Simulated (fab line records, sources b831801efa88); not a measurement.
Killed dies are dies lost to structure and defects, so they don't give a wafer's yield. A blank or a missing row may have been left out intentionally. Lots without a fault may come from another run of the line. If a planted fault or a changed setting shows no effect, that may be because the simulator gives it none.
A struck lot beside a sound one :: flow sky130 :: 16 out of 708 route steps
Sound: wafers L570.1, L570.5, L570.6. Struck: wafer L554.1; the same lot's L554.6 was not struck, so it is left out; see the end for the cause.
Per side, at each step with rows, come the tool, then ch with its chambers, and then its first start. Under that, the readings that differ: sound wafers :: struck wafers :: difference of the means :: sigmas: that difference in standard deviations of wafers without a fault.
alike: same words and numbers on both sides, and readings whose means sit less than 2 such deviations apart. not compared: any withheld reading, any reading some wafer has no value for, any bound like >300 that may hide the same value, and any number with overlapping values for which the record gives no deviation.
A row with sigmas, a row that says differs or no value, or rows on one side alone: a step with any of these is where the two part. Numbers that don't overlap but have no deviation are shown without sigmas and don't part them. A reading that every wafer of one side lacks parts them only if that side has two wafers or more.

SKY_LDD_P_OVL_MEAS_08:
  sound: overlay-02 at day 26 10:02; struck: overlay-01 at day 20 10:04
  alike: LDD_P_OVL
after that, 1 step had no rows for these wafers: SKY_LDD_P_IMPLANT_09.
SKY_LDD_P_STRIP_10: strips in O2/N2.
  sound on plasma-asher-03 ch 0,1, day 26 10:13; struck on plasma-asher-03 ch 0, day 20 10:16
reading: strip-time-to-endpoint-s (s)
sound: 14.21 14.19 14.15
struck: 14.10
difference: -0.08
sigmas: -2
  alike: chamber-pressure-mTorr, drypump-motor-current-A, o2-flow-sccm, oes-product-au
  not compared: rf-hours-counter-h
SKY_LDD_P_TW_MEAS_11:
  sound: film-metro-02 at day 26 10:19; struck: film-metro-03 at day 20 10:22
  alike: LDD_P_TW
then, 7 steps without rows for these wafers: SKY_LDD_HVN_DEHYDRATE_00 (time 60 s); SKY_LDD_HVN_HMDS_01 (prime time 60 s); SKY_LDD_HVN_COAT_02 (resist thk 300 nm); SKY_LDD_HVN_SOFTBAKE_03 (time 60 s); SKY_LDD_HVN_EXPOSE_04 (exposes mask HVNTM, target cd 700 nm); SKY_LDD_HVN_PEB_05; SKY_LDD_HVN_DEVELOP_06 (develop time 60 s).
SKY_LDD_HVN_OVL_MEAS_07:
  sound: overlay-01 at day 27 14:49; struck: overlay-02 at day 21 17:02
  alike: LDD_HVN_OVL
SKY_LDD_HVN_IMPLANT_08:
  sound on implanter-03 ch 0, day 27 14:51; struck on implanter-01 ch 0, day 21 17:04
reading: beam-energy-keV
sound: 60.015 60.040 60.002
struck: 59.984
difference: -0.035
sigmas: -2
SKY_LDD_HVN_STRIP_09: strips in O2/N2.
  sound on plasma-asher-02 ch 0,1, day 27 15:00; struck on plasma-asher-02 ch 1, day 21 17:13
  alike: chamber-pressure-mTorr, drypump-motor-current-A, o2-flow-sccm, oes-product-au, strip-time-to-endpoint-s
  not compared: rf-hours-counter-h
SKY_LDD_HVN_TW_MEAS_10:
  sound: film-metro-03 at day 27 15:06; struck: film-metro-03 at day 21 17:32
reading: LDD_HVN_TW
sound: 1429 1421 1424
struck: 1376
difference: -49
sigmas: -4
  not compared: hold
-- record jumps: 25 days separate the struck wafers' starts on either side; left off in module LDD_HVN, taken up again in module PAD_OPEN, whose first shown step is the route's number 708 --
SKY_PAD_OPEN_PROBE_99:
  sound: prober-01 at day 50 16:05; struck: prober-02 at day 46 22:45
reading: model.etest.tip_n_5v.rs-ohm-sq
sound: 1412 1410 1409
struck: 1676
difference: +266
sigmas: 

reading: model.etest.tip_n_5v.rs-ohm-sq-range
sound: 18.62 30.19 28.67
struck: 321.3
difference: +295.5
sigmas: 

reading: model.etest.tip_n_5v.rs-ohm-sq-rim-less-centre
sound: -0.07785 -0.3731 -6.036
struck: -147.1
difference: -144.9
sigmas: 

reading: model.etest.nfet-g5v0d10v5.r-on-ohm-um
sound: 1886 1861 1881
struck: 1928
difference: +52
sigmas: 

reading: model.etest.nfet-g5v0d10v5.drive-ua-um
sound: 605.4 608.4 599.7
struck: 592.8
difference: -11.7
sigmas: 

reading: model.etest.nfet-g5v0d10v5.vt-sat-v (V)
sound: 0.7625 0.7724 0.7681
struck: 0.7792
difference: +0.0115
sigmas: 

reading: model.etest.nfet-g5v0d10v5.vt-v-range
sound: 0.01378 0.008474 0.01505
struck: 0.0283
difference: +0.0159
sigmas: 
  alike: killed_at_M0_to_M3, killed_at_M4_up, killed-at-contacts, killed-at-front-end, killed-at-other, killed-dies, killed-open, killed-short

## WHERE THEY PART
Last at SKY_LDD_HVN_TW_MEAS_10 as far as this record goes, first at SKY_LDD_P_STRIP_10. Later steps at which nothing parts them and some readings are alike: SKY_PAD_OPEN_PROBE_99.

WHY: whatever the simulator had introduced
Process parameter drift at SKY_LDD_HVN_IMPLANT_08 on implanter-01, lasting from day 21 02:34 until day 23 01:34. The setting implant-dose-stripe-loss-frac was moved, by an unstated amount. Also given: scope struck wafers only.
